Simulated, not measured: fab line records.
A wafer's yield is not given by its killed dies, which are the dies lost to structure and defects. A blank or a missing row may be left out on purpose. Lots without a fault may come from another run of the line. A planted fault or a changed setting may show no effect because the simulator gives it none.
What tool caused it? || flow sky130 || 12 lots with 36 wafers sampled at 4 steps, on a route of 708 steps

== WHAT THE GAUGES SHOWED, per wafer ==
SKY_CONTACT_CD_MEAS_14: the cd target is 170 nm.
{"lot": "L076", "measured": "day 32 05:17", "on": "cd sem-01", "cd nm (nm)": "169.3 169.1 167.9"}
{"lot": "L078", "measured": "day 32 19:05", "on": "cd sem-01", "cd nm (nm)": "172.2 172.2 171.8"}
{"lot": "L079", "measured": "day 33 11:10", "on": "cd sem-01", "cd nm (nm)": "168.9 169.1 169.4"}
{"lot": "L081", "measured": "day 33 18:52", "on": "cd sem-01", "cd nm (nm)": "170.0 170.4 169.0"}
{"lot": "L083", "measured": "day 34 07:56", "on": "cd sem-02", "cd nm (nm)": "168.3 167.6 169.0"}
{"lot": "L085", "measured": "day 35 04:15", "on": "cd sem-02", "cd nm (nm)": "170.0 170.4 169.8"}
{"lot": "L087", "measured": "day 35 07:14", "on": "cd sem-01", "cd nm (nm)": "170.4 171.9 170.2"}
{"lot": "L090", "measured": "day 36 22:22", "on": "cd sem-02", "cd nm (nm)": "171.1 170.9 169.1"}
{"lot": "L091", "measured": "day 37 06:09", "on": "cd sem-02", "cd nm (nm)": "169.4 169.1 171.9"}
{"lot": "L092", "measured": "day 37 16:26", "on": "cd sem-02", "cd nm (nm)": "169.5 170.4 168.5"}
{"lot": "L096", "measured": "day 38 04:50", "on": "cd sem-01", "cd nm (nm)": "168.9 168.5 168.8"}
{"lot": "L097", "measured": "day 38 20:43", "on": "cd sem-02", "cd nm (nm)": "171.3 172.2 170.8"}

== WHAT TOOL EACH LOT RAN ON (gives the tool, then ch and the chambers of the sampled wafers, and finally the start) ==
{"lot": "L076", "SKY_VT_ADJUST_LVTN_STRIP_20": "plasma asher-02 ch 0, day 8 11:35", "SKY_LI_CONTACT_ETCH_14": "rie diel-01 ch 1,3, day 29 19:54", "SKY_CONTACT_CVD_00": "pecvd-01 ch 0,1, day 31 01:36"}
{"lot": "L078", "SKY_VT_ADJUST_LVTN_STRIP_20": "plasma asher-03 ch 0,1, day 8 19:14", "SKY_LI_CONTACT_ETCH_14": "rie diel-03 ch 2,3, day 30 08:33", "SKY_CONTACT_CVD_00": "pecvd-04 ch 0,1, day 31 14:39"}
{"lot": "L079", "SKY_VT_ADJUST_LVTN_STRIP_20": "plasma asher-04 ch 0,1, day 9 01:16", "SKY_LI_CONTACT_ETCH_14": "rie diel-01 ch 0,1,2, day 31 01:32", "SKY_CONTACT_CVD_00": "pecvd-04 ch 1,2, day 32 07:45"}
{"lot": "L081", "SKY_VT_ADJUST_LVTN_STRIP_20": "plasma asher-02 ch 0,1, day 9 13:58", "SKY_LI_CONTACT_ETCH_14": "rie diel-01 ch 1,2,3, day 31 10:33", "SKY_CONTACT_CVD_00": "pecvd-01 ch 0,2, day 32 16:23"}
{"lot": "L083", "SKY_VT_ADJUST_LVTN_STRIP_20": "plasma asher-03 ch 0,1, day 10 08:04", "SKY_LI_CONTACT_ETCH_14": "rie diel-03 ch 0,2,3, day 32 01:14", "SKY_CONTACT_CVD_00": "pecvd-01 ch 0,1, day 33 06:12"}
{"lot": "L085", "SKY_VT_ADJUST_LVTN_STRIP_20": "plasma asher-02 ch 0,1, day 10 20:34", "SKY_LI_CONTACT_ETCH_14": "rie diel-03 ch 0,1,3, day 33 00:47", "SKY_CONTACT_CVD_00": "pecvd-01 ch 0,1,2, day 34 04:17"}
{"lot": "L087", "SKY_VT_ADJUST_LVTN_STRIP_20": "plasma asher-03 ch 0,1, day 11 05:40", "SKY_LI_CONTACT_ETCH_14": "rie diel-01 ch 0,1,3, day 33 03:42", "SKY_CONTACT_CVD_00": "pecvd-02 ch 0,1,2, day 34 07:47"}
{"lot": "L090", "SKY_VT_ADJUST_LVTN_STRIP_20": "plasma asher-03 ch 0,1, day 12 20:37", "SKY_LI_CONTACT_ETCH_14": "rie diel-01 ch 0,3, day 34 19:03", "SKY_CONTACT_CVD_00": "pecvd-02 ch 0, day 35 19:42"}
{"lot": "L091", "SKY_VT_ADJUST_LVTN_STRIP_20": "plasma asher-04 ch 0,1, day 12 22:49", "SKY_LI_CONTACT_ETCH_14": "rie diel-02 ch 1,2, day 35 02:28", "SKY_CONTACT_CVD_00": "pecvd-02 ch 0, day 36 04:45"}
{"lot": "L092", "SKY_VT_ADJUST_LVTN_STRIP_20": "plasma asher-04 ch 0,1, day 13 08:13", "SKY_LI_CONTACT_ETCH_14": "rie diel-02 ch 0,1,3, day 35 10:33", "SKY_CONTACT_CVD_00": "pecvd-02 ch 0,2, day 36 13:28"}
{"lot": "L096", "SKY_VT_ADJUST_LVTN_STRIP_20": "plasma asher-04 ch 0,1, day 13 23:04", "SKY_LI_CONTACT_ETCH_14": "rie diel-03 ch 0,2,3, day 35 21:14", "SKY_CONTACT_CVD_00": "pecvd-01 ch 1,2, day 37 01:42"}
{"lot": "L097", "SKY_VT_ADJUST_LVTN_STRIP_20": "plasma asher-03 ch 0,1, day 14 14:58", "SKY_LI_CONTACT_ETCH_14": "rie diel-03 ch 0,1,2, day 36 14:53", "SKY_CONTACT_CVD_00": "pecvd-04 ch 1,2, day 37 19:25"}
- SKY_VT_ADJUST_LVTN_STRIP_20: strips in O2/N2.
- SKY_LI_CONTACT_ETCH_14: etches BARC in N2/H2, stops on SiO2, time 45.9 s, target depth 60 nm.
- SKY_CONTACT_CVD_00: deposits Si3N4, target thk 75 nm.

== THE ANSWER, worked out from the rows above alone ==
Rule: the usual values come from the lots themselves. The widest of any qualifying gaps counts: lots, ordered by their means at a reading, are off when they make up no more than a third of the lots, leave a main group of 4 or more, and stand apart from it by 3 or more times the standard deviation of that group's means. If all means in a main group match to the digits the tables above print for the reading, that group is not used. Also off: a lot with no number at a reading for which 4 or more lots have one. Any other lot the step has rows for is counted as sound.
Nothing can be told from this: no lot is off at any reading shown.

== WHAT WAS PUT IN BY THE SIMULATOR ==
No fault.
